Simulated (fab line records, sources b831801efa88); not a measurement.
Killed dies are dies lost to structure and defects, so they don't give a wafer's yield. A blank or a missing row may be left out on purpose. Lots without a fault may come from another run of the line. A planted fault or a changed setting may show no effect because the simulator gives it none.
A struck lot beside a sound one | flow sky130 | 18 steps out of a route of 708
Sound: wafers L550.2, L550.4, L550.6. Struck: wafers L562.2, L562.3. (L562.4 of the same lot was not struck and is left out.) The cause comes at the end.
At each step with rows: each side's tool, then ch and its chambers, then its first start. Under that, the readings that differ: sound wafers | struck wafers | difference of the means | sigmas: that difference in standard deviations of wafers without a fault.
alike: readings whose means differ by less than 2 such deviations, and words and numbers that are the same on both sides. not compared: withheld readings, readings that some wafer has no value for, bounds like >300 that may hide the same value, and numbers for which the record gives no deviation and whose values overlap.
The two part at a step that has a row with sigmas, a row that says differs or no value, or rows on one side only. Numbers that don't overlap but have no deviation are shown without sigmas and don't part them. A reading that every wafer of one side lacks parts them only if that side has two wafers or more.

first, 3 steps without rows for these wafers: SKY_LI_CONTACT_EXPOSE_09 (exposes mask LICM1, target cd 170 nm); SKY_LI_CONTACT_PEB_10; SKY_LI_CONTACT_DEVELOP_11 (develop time 60 s).
SKY_LI_CONTACT_CD_MEAS_12: target cd 170 nm.
  sound on cd_sem-02, day 31 15:23; struck on cd_sem-02, day 35 05:17
  alike: cd_nm
SKY_LI_CONTACT_OVL_MEAS_13:
  sound on overlay-02, day 31 15:29; struck on overlay-01, day 35 05:23
  alike: LI_CONTACT_OVL
SKY_LI_CONTACT_ETCH_14: etches BARC in N2/H2, stops on SiO2, time 45.9 s, target depth 60 nm.
  sound on rie_diel-01 ch 0,2, day 31 15:31; struck on rie_diel-02 ch 1,2, day 35 05:25
  alike: drypump_motor_current_A, oes_product_au, throttle_valve_pct
  not compared: rf_hours_counter_h
then, 1 step without rows for these wafers: SKY_LI_CONTACT_ETCH_15 (etches PSG in C4F8/O2/Ar, stops on Si, target depth 600 nm).
SKY_LI_CONTACT_STRIP_16: strips in O2/N2.
  sound on plasma_asher-02 ch 1, day 31 15:38; struck on plasma_asher-03 ch 0,1, day 35 05:32
  alike: drypump_motor_current_A, oes_product_au, strip_time_to_endpoint_s
  not compared: rf_hours_counter_h
then, 2 steps without rows for these wafers: SKY_LI_CONTACT_CLEAN_17 (cleans in NMP, time 600 s); SKY_LI_CONTACT_PRE_CLEAN_18 (time 5.6 s).
SKY_LI_CONTACT_SPUTTER_19: material Ti, target thk 20 nm, time 106.37 s.
  sound on pvd_sputter-04, day 31 15:56; struck on pvd_sputter-01, day 35 05:50
  alike: substrate_temp_c, throttle_valve_pct
SKY_LI_CONTACT_SPUTTER_20: material TiN, target thk 20 nm, time 80 s.
  sound on pvd_sputter-04, day 31 16:01; struck on pvd_sputter-01, day 35 05:55
  alike: throttle_valve_pct
SKY_LI_CONTACT_CVD_21: deposits W, target thk 400 nm, time 120.56 s.
  sound on cvd_w-02 ch 0,1, day 31 16:04; struck on cvd_w-01 ch 1, day 35 05:58
  reading                                  | sound             | struck      | difference | sigmas
  chamber_pressure_Torr (Torr)             | 40.04 39.97 39.96 | 23.60 23.55 | -16.41     | -99 or more
  model.W_of_LI_CONTACT_CVD_21.thk_nm (nm) | 390.1 389.1 393.1 | 308.1 307.3 | -83.1      |
  alike: heater_power_outer_w, heater_power_w, susceptor_temp_C
SKY_LI_CONTACT_RS_MEAS_22: measures by four-point-probe.
  sound on film_metro-03, day 31 16:13; struck on film_metro-01, day 35 06:25
  reading                  | sound             | struck      | difference | sigmas
  LI_CONTACT_W_RS (ohm/sq) | 0.292 0.293 0.289 | 0.371 0.370 | +0.079     | +14
  not compared: hold
SKY_LI_CONTACT_THK_MEAS_23: measures by xrf.
  sound on film_metro-03, day 31 16:20; struck on film_metro-01, day 35 07:31
  reading               | sound       | struck  | difference | sigmas
  LI_CONTACT_W_THK (nm) | 375 373 374 | 299 299 | -75        | -9
  not compared: hold
SKY_LI_CONTACT_CMP_24: polishes, stops on PSG, t overpolish 20 s, target thk 0 nm.
  sound on cmp-01 ch 0,1,2, day 31 16:34; struck on cmp-02 ch 1,3, day 35 10:16
  reading                | sound    | struck                                            | difference                   | sigmas
  hold                   | - - -    | await_dispo/2.7h/release await_dispo/2.7h/release | no value on the sound wafers |
  time_to_endpoint_s (s) | 90 88 97 | 79 74                                             | -15                          | -3
  alike: motor_current_A
SKY_LOCAL_INTERCONNECT_SPUTTER_00: material TiN, target thk 100 nm, time 83.3 s.
  sound on pvd_sputter-01, day 31 16:52; struck on pvd_sputter-03, day 35 10:34
  alike: substrate_temp_c, susceptor_temp_C, throttle_valve_pct
then, 1 step without rows for these wafers: SKY_PAD_OPEN_PROBE_99.

WHERE THEY PART
First at SKY_LI_CONTACT_CVD_21; last, within this record, at SKY_LI_CONTACT_CMP_24. Later steps at which nothing parts them and some readings are alike: SKY_LOCAL_INTERCONNECT_SPUTTER_00.

WHY: what the simulator had put in
Process parameter drift: cvd_w-01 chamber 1, from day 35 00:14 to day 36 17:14, at SKY_LI_CONTACT_CVD_21. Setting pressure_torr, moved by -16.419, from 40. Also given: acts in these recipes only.
